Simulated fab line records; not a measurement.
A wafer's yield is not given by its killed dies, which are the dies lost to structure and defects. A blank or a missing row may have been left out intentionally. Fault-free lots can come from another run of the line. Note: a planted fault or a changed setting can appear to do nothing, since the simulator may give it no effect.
A lot that was struck, set against a sound lot ; flow sfqLine ; 13 steps out of a route of 325
Sound: these wafers, L888.1, L888.2, L888.6. Wafers struck: L893.1, L893.2, L893.3. The cause comes at the end.
At each step with rows: each side's tool, then ch and its chambers, then its first start. Under that, the readings that differ: sound wafers ; struck wafers ; difference of the means ; sigmas: that difference in standard deviations of wafers without a fault.
alike: words and numbers the same on both sides, and readings whose means are apart by under 2 such deviations; not compared: readings that were withheld, readings missing a value for some wafer, numbers with overlapping values and no deviation given by the record, and bounds like >300 which may hide the same value.
Wherever a step has rows on one side only, a row that says differs or no value, or a row with sigmas, the two part there. Non-overlapping numbers with no deviation appear without sigmas and do not part them. Lack of a reading on every wafer of one side parts them only where that side has two or more wafers.

first, 1 step without rows for these wafers: SFQ_TRILAYER_M3_DEP_PRE_CLEAN_074 (time 22.5 s).
SFQ_TRILAYER_M3_DEP_SPUTTER_073: material Nb, target thk 200 nm, time 133.3 s.
  sound on pvdSputter-05 at day 27 08:35; struck on pvdSputter-06 at day 29 15:45
  alike: basePressurePa, chamberPressurePa, resputterCathodeVoltageV, substrateTempC, throttleValvePct
SFQ_M3_RS_MEAS_919: measures by four-point-probe.
  sound on filmMetro-03 at day 27 08:41; struck on filmMetro-03 at day 29 15:50
reading;sound;struck;difference;sigmas
M3_NB_RS (ohm/sq);0.902 0.904 0.906;0.893 0.873 0.881;-0.022;-2
then, 6 steps without rows for these wafers: SFQ_TRILAYER_M3_LITHO_COAT_080 (resist thk 62 nm); SFQ_TRILAYER_M3_LITHO_COAT_075 (resist thk 600 nm); SFQ_TRILAYER_M3_LITHO_SOFTBAKE_079; SFQ_TRILAYER_M3_LITHO_EXPOSE_076 (exposes mask M3, target cd 500 nm); SFQ_TRILAYER_M3_LITHO_PEB_078 (peb time 60 s); SFQ_TRILAYER_M3_LITHO_DEVELOP_077 (time 60 s).
-- the record jumps here: 6 days lie between the struck wafers' starts before and after --
SFQ_M3_OVL_MEAS_921:
  sound on overlay-01 at day 27 12:48; struck on overlay-02 at day 35 20:13
  alike: M3_OVL
SFQ_TRILAYER_M3_BARC_OPEN_METAL_ETCH_100: etches BARC in O2, target depth 125 nm, time 41.7 s.
  sound on rieMetal-03 ch 0,1, day 27 12:50; struck on rieMetal-03 ch 0,1, day 35 20:15
  alike: drypumpMotorCurrentA, oesProductAu, rfFwdPowerW
  not compared: rfHoursCounterH
SFQ_TRILAYER_M3_ETCH_METAL_ETCH_078: etches Nb in Cl2/Ar, stops on SiO2, target depth 240 nm, time 120 s.
  sound on rieMetal-03 ch 0,1, day 27 12:53; struck on rieMetal-03 ch 0,1, day 35 20:19
reading;sound;struck;difference;sigmas
rfFwdPowerW (W);596.9 597.6 595.7;498.1 500.1 500.0;-97.3;-51
model.KrF_of_TRILAYER_M3_LITHO_COAT_075.thkNm (nm);383 381.9 382.2;404.4 401.8 403;+20.7;
  alike: drypumpMotorCurrentA, oesProductAu
  not compared: rfHoursCounterH
SFQ_TRILAYER_M3_STRIP_STRIP_079: strips in O2.
  sound on rieMetal-03 ch 0,1, day 27 13:01; struck on rieMetal-03 ch 0,1, day 35 20:26
  alike: drypumpMotorCurrentA, oesProductAu
  not compared: rfHoursCounterH

== WHERE THEY PART ==
At SFQ_M3_RS_MEAS_919 first; at SFQ_TRILAYER_M3_ETCH_METAL_ETCH_078 last (within this record only). Later steps at which nothing parts them and some readings are alike: SFQ_TRILAYER_M3_STRIP_STRIP_079.

WHY: what the simulator had put in
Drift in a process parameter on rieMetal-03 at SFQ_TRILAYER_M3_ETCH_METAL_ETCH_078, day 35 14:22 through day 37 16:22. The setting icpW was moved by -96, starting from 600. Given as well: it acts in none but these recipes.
